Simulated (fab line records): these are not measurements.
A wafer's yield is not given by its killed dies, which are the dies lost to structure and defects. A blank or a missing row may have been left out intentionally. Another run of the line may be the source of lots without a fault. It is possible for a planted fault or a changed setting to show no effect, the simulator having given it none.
Which tool was responsible? :: flow sky130 :: Sampling: 11 lots, 33 wafers, 2 of 708 route steps

== WHAT THE GAUGES READ, wafer by wafer ==
SKY_PASSIVATION_THK_MEAS_03. Usual: PASSIVATION_CVD_02_THK gives 543 nm (standard deviation 7.3).
lot: L569
measured: day 45 05:09
on: filmMetro-04
PASSIVATION_CVD_02_THK (nm): 541 526 535
flag: 

lot: L566
measured: day 45 05:32
on: filmMetro-04
PASSIVATION_CVD_02_THK (nm): 540 545 553
flag: 

lot: L568
measured: day 45 07:14
on: filmMetro-01
PASSIVATION_CVD_02_THK (nm): 539 532 549
flag: 

lot: L570
measured: day 45 08:50
on: filmMetro-01
PASSIVATION_CVD_02_THK (nm): 549 545 544
flag: 

lot: L571
measured: day 45 09:07
on: filmMetro-04
PASSIVATION_CVD_02_THK (nm): 526 542 546
flag: 

lot: L572
measured: day 45 15:02
on: filmMetro-01
PASSIVATION_CVD_02_THK (nm): 531 542 543
flag: 

lot: L579
measured: day 48 08:22
on: filmMetro-01
PASSIVATION_CVD_02_THK (nm): 532 531 551
flag: 

lot: L581
measured: day 48 16:56
on: filmMetro-04
PASSIVATION_CVD_02_THK (nm): 543 548 547
flag: 

lot: L584
measured: day 48 18:43
on: filmMetro-04
PASSIVATION_CVD_02_THK (nm): 542 535 556
flag: 

lot: L585
measured: day 48 23:32
on: filmMetro-02
PASSIVATION_CVD_02_THK (nm): 536 537 547
flag: 

lot: L587
measured: day 49 15:44
on: filmMetro-02
PASSIVATION_CVD_02_THK (nm): 544 556 545
flag: 

== WHAT TOOL EACH LOT RAN ON (gives the tool, then ch and the chambers of the sampled wafers, and finally the start) ==
lot: L569
SKY_METAL5_STRIP_16: plasmaAsher-04 ch 0,1, day 45 04:14

lot: L566
SKY_METAL5_STRIP_16: plasmaAsher-01 ch 0,1, day 45 04:34

lot: L568
SKY_METAL5_STRIP_16: plasmaAsher-01 ch 1, day 45 06:14

lot: L570
SKY_METAL5_STRIP_16: plasmaAsher-04 ch 0,1, day 45 07:52

lot: L571
SKY_METAL5_STRIP_16: plasmaAsher-04 ch 0,1, day 45 08:11

lot: L572
SKY_METAL5_STRIP_16: plasmaAsher-02 ch 0,1, day 45 14:08

lot: L579
SKY_METAL5_STRIP_16: plasmaAsher-02 ch 0,1, day 48 07:28

lot: L581
SKY_METAL5_STRIP_16: plasmaAsher-04 ch 0, day 48 15:59

lot: L584
SKY_METAL5_STRIP_16: plasmaAsher-04 ch 0,1, day 48 17:49

lot: L585
SKY_METAL5_STRIP_16: plasmaAsher-01 ch 0, day 48 22:38

lot: L587
SKY_METAL5_STRIP_16: plasmaAsher-04 ch 0,1, day 49 14:03
- SKY_METAL5_STRIP_16: strips in O2/N2.

== AS READ BY THE TOOLS THEMSELVES (means over the sampled wafers that have a number; for cases with no such wafer, the mark the record gives instead) ==
SKY_METAL5_STRIP_16. Usual: drypumpMotorCurrentA 5.5 A, standard deviation 0.37; oesProductAu 0.711 a.u., standard deviation 0.0044; stripTimeToEndpointS 13.03 s, standard deviation 0.18.
lot: L569
tool: plasmaAsher-04
drypumpMotorCurrentA (A): 5.5
oesProductAu (a.u.): 0.709
stripTimeToEndpointS (s): 12.87
flag: 

lot: L566
tool: plasmaAsher-01
drypumpMotorCurrentA (A): 5.5
oesProductAu (a.u.): 0.709
stripTimeToEndpointS (s): 12.91
flag: 

lot: L568
tool: plasmaAsher-01
drypumpMotorCurrentA (A): 5.8
oesProductAu (a.u.): 0.709
stripTimeToEndpointS (s): 13.21
flag: 

lot: L570
tool: plasmaAsher-04
drypumpMotorCurrentA (A): 5.3
oesProductAu (a.u.): 0.711
stripTimeToEndpointS (s): 13.01
flag: 

lot: L571
tool: plasmaAsher-04
drypumpMotorCurrentA (A): 5.5
oesProductAu (a.u.): 0.710
stripTimeToEndpointS (s): 13.23
flag: 

lot: L572
tool: plasmaAsher-02
drypumpMotorCurrentA (A): 5.8
oesProductAu (a.u.): 0.710
stripTimeToEndpointS (s): 12.97
flag: 

lot: L579
tool: plasmaAsher-02
drypumpMotorCurrentA (A): 5.8
oesProductAu (a.u.): 0.706
stripTimeToEndpointS (s): 12.81
flag: 

lot: L581
tool: plasmaAsher-04
drypumpMotorCurrentA (A): 5.7
oesProductAu (a.u.): 0.710
stripTimeToEndpointS (s): 12.81
flag: 

lot: L584
tool: plasmaAsher-04
drypumpMotorCurrentA (A): 5.5
oesProductAu (a.u.): 0.712
stripTimeToEndpointS (s): 13.09
flag: 

lot: L585
tool: plasmaAsher-01
drypumpMotorCurrentA (A): 4.9
oesProductAu (a.u.): 0.713
stripTimeToEndpointS (s): 13.00
flag: 

lot: L587
tool: plasmaAsher-04
drypumpMotorCurrentA (A): 5.3
oesProductAu (a.u.): 0.709
stripTimeToEndpointS (s): 13.17
flag: 

== THE ANSWER, worked out from the rows above alone ==
Rule: a lot counts as off when the mean over its wafers that have a number is more than 3 standard deviations away from the usual mean. A lot without any number at a reading at which 4 lots or more have one is off too. All remaining lots with rows at the step are treated as sound. First the gauges in route order, then the tools' own readings, where a lot's mean is used as printed above. The first step at which some lot is off is used, and at that step the reading that is off furthest; a lot without a number counts as furthest.
Nothing can be told from this: no lot is off at any reading shown.

== WHAT THE SIMULATOR HAD PUT IN ==
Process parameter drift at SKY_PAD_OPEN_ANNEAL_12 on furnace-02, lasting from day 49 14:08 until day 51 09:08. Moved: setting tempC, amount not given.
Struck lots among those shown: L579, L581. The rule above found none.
